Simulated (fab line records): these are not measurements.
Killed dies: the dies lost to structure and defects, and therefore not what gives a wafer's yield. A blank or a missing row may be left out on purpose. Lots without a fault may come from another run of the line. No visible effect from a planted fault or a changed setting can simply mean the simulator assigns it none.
What tool caused it? ; flow gf180mcu ; 6 lots with 18 wafers sampled at 4 steps, on a route of 602 steps

== WHAT THE GAUGES READ, wafer by wafer ==
GF_TOP_METAL_RS_MEAS_05: measures by four-point-probe.
lot;measured;on;TOP_METAL_ALCU_RS (ohm/sq)
L859;day 29 21:41;film_metro-04;0.0332 0.0334 0.0326
L861;day 30 10:21;film_metro-01;0.0324 0.0329 0.0324
L870;day 32 18:38;film_metro-01;0.0324 0.0330 0.0328
L872;day 33 10:01;film_metro-02;0.0323 0.0325 0.0325
L875;day 34 01:28;film_metro-04;0.0335 0.0328 0.0331
L877;day 34 10:25;film_metro-01;0.0321 0.0325 0.0323

== WHAT TOOL EACH LOT RAN ON (gives the tool, then ch and the chambers of the sampled wafers, and finally the start) ==
lot;GF_TOP_METAL_SPUTTER_00;GF_TOP_METAL_SPUTTER_01;GF_TOP_METAL_SPUTTER_03
L859;pvd_sputter-02, day 29 21:26;pvd_sputter-02, day 29 21:32;pvd_sputter-02, day 29 21:37
L861;pvd_sputter-02, day 30 10:08;pvd_sputter-02, day 30 10:14;pvd_sputter-02, day 30 10:18
L870;pvd_sputter-02, day 32 18:25;pvd_sputter-02, day 32 18:31;pvd_sputter-02, day 32 18:35
L872;pvd_sputter-02, day 33 09:47;pvd_sputter-02, day 33 09:53;pvd_sputter-02, day 33 09:57
L875;pvd_sputter-02, day 34 01:15;pvd_sputter-02, day 34 01:21;pvd_sputter-02, day 34 01:25
L877;pvd_sputter-04, day 34 10:12;pvd_sputter-04, day 34 10:18;pvd_sputter-04, day 34 10:22
- GF_TOP_METAL_SPUTTER_00: material Ti, target thk 37.5 nm, time 150 s.
- GF_TOP_METAL_SPUTTER_01: material TiN, target thk 30 nm, time 25 s.
- GF_TOP_METAL_SPUTTER_03: material Ti, target thk 5 nm, time 3.3 s.

== THE ANSWER, worked out from the rows above alone ==
Rule: the usual values come from the lots themselves. The widest of any qualifying gaps counts: lots, ordered by their means at a reading, are off when they make up no more than a third of the lots, leave a main group of 4 or more, and stand apart from it by 3 or more times the standard deviation of that group's means. A main group whose means are all the same, to the digits that the tables above print for the reading, isn't used. A lot without any number at a reading at which 4 lots or more have one is off too. Any other lot the step has rows for is counted as sound.
None of the lots is off at any reading shown; this tells nothing.

== WHAT WAS PUT IN BY THE SIMULATOR ==
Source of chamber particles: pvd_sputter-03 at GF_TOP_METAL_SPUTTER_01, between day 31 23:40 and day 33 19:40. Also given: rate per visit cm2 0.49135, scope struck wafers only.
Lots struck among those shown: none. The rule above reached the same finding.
